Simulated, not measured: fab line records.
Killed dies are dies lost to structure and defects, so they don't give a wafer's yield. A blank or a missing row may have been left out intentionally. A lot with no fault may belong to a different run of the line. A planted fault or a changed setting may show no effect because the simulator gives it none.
Struck lot and sound lot, side by side :: flow sky130 :: 15 out of 708 route steps
Sound: these wafers, L113.1, L113.2, L113.3. Struck: wafer L127.4 (L127.2, L127.5, from the same lot, were not struck and are left out); the cause is given at the end.
Per side, at each step with rows, come the tool, then ch with its chambers, and then its first start. Under that, the readings that differ: sound wafers :: struck wafers :: difference of the means :: sigmas: that difference in standard deviations of wafers without a fault.
alike: words and numbers the same on both sides, and readings whose means are apart by under 2 such deviations; not compared: readings that were withheld, readings missing a value for some wafer, numbers with overlapping values and no deviation given by the record, and bounds like >300 which may hide the same value.
Wherever a step has rows on one side only, a row that says differs or no value, or a row with sigmas, the two part there. Non-overlapping numbers with no deviation appear without sigmas and do not part them. A reading missing from all wafers of one side parts the sides only when that side holds two or more wafers.

first, 4 steps without rows for these wafers: SKY_CONTACT_STRIP_19 (strips in O2/N2); SKY_CONTACT_STRIP_20 (strips in post etch residue remover, time 1200 s); SKY_CONTACT_CLEAN_21 (cleans in IPA, time 180 s); SKY_CONTACT_CLEAN_22 (cleans in O3/DIW).
SKY_CONTACT_SPUTTER_23: material TiN, target thk 20 nm, time 80 s.
  sound on pvd-sputter-02, day 34 10:32; struck on pvd-sputter-04, day 38 13:43
reading: cathode-dc-power-W (W)
sound: 3999.2 3999.2 3999.9
struck: 4001.2
difference: +1.8
sigmas: +2
  alike: throttle-valve-pct
SKY_CONTACT_CVD_24: deposits W, target thk 340 nm, time 102.12 s.
  sound on cvd-w-02 ch 0,1, day 34 10:35; struck on cvd-w-02 ch 1, day 38 13:47
  alike: heater-power-w, susceptor-temp-C
SKY_CONTACT_RS_MEAS_25: uses a four-point probe to measure.
  sound on film-metro-03, day 34 10:42; struck on film-metro-01, day 38 13:55
  alike: CONTACT_W_RS
SKY_CONTACT_THK_MEAS_26: measures by xrf.
  sound on film-metro-03, day 34 10:49; struck on film-metro-01, day 38 14:01
  alike: CONTACT_W_THK
then, 1 step without rows for these wafers: SKY_CONTACT_CMP_27 (polishes, stops on SiO2, t overpolish 15 s, target thk 0 nm).
SKY_METAL1_SPUTTER_00: material Ti, target thk 15 nm, time 10 s.
  sound on pvd-sputter-01, day 34 11:11; struck on pvd-sputter-01, day 38 14:22
  alike: cathode-dc-power-W, throttle-valve-pct
then, 1 step without rows for these wafers: SKY_METAL1_SPUTTER_01 (material TiN, target thk 20 nm, time 16.7 s).
SKY_METAL1_SPUTTER_02: material AlCu, target thk 250 nm, time 13.3 s.
  sound on pvd-sputter-01, day 34 11:14; struck on pvd-sputter-01, day 38 14:25
  alike: cathode-dc-power-W, throttle-valve-pct
SKY_METAL1_SPUTTER_03: material Ti, target thk 5 nm, time 3.3 s.
  sound on pvd-sputter-01, day 34 11:15; struck on pvd-sputter-01, day 38 14:26
reading: cathode-dc-power-W (W)
sound: 3000.8 2999.7 3000.3
struck: 3074.2
difference: +73.9
sigmas: +99 or more
  alike: throttle-valve-pct
SKY_METAL1_SPUTTER_04: material TiN, target thk 70 nm, time 61.03 s.
  sound on pvd-sputter-01, day 34 11:16; struck on pvd-sputter-01, day 38 14:28
  alike: cathode-dc-power-W, throttle-valve-pct
-- the record jumps here: 12 days lie between the struck wafers' starts before and after (it left off in module METAL1 and takes up again in module PAD_OPEN, whose first step shown is number 708 of the route) --
SKY_PAD_OPEN_PROBE_99:
  sound on prober-02, day 47 22:24; struck on prober-01, day 50 17:29
  alike: defect-limited-yield, killed_at_M0_to_M3, killed_at_M4_up, killed-at-contacts, killed-at-front-end, killed-at-other, killed-dies, killed-open, killed-short, sort_bin_3_pad_short, sort_bin_5_function, sort_bin_6_memory, sort-n-pass, sort-yield-pct

== WHERE THEY PART ==
Last at SKY_METAL1_SPUTTER_03 as far as this record goes, first at SKY_CONTACT_SPUTTER_23. Later steps at which nothing parts them and some readings are alike: SKY_METAL1_SPUTTER_04, SKY_PAD_OPEN_PROBE_99.

WHY: whatever the simulator had introduced
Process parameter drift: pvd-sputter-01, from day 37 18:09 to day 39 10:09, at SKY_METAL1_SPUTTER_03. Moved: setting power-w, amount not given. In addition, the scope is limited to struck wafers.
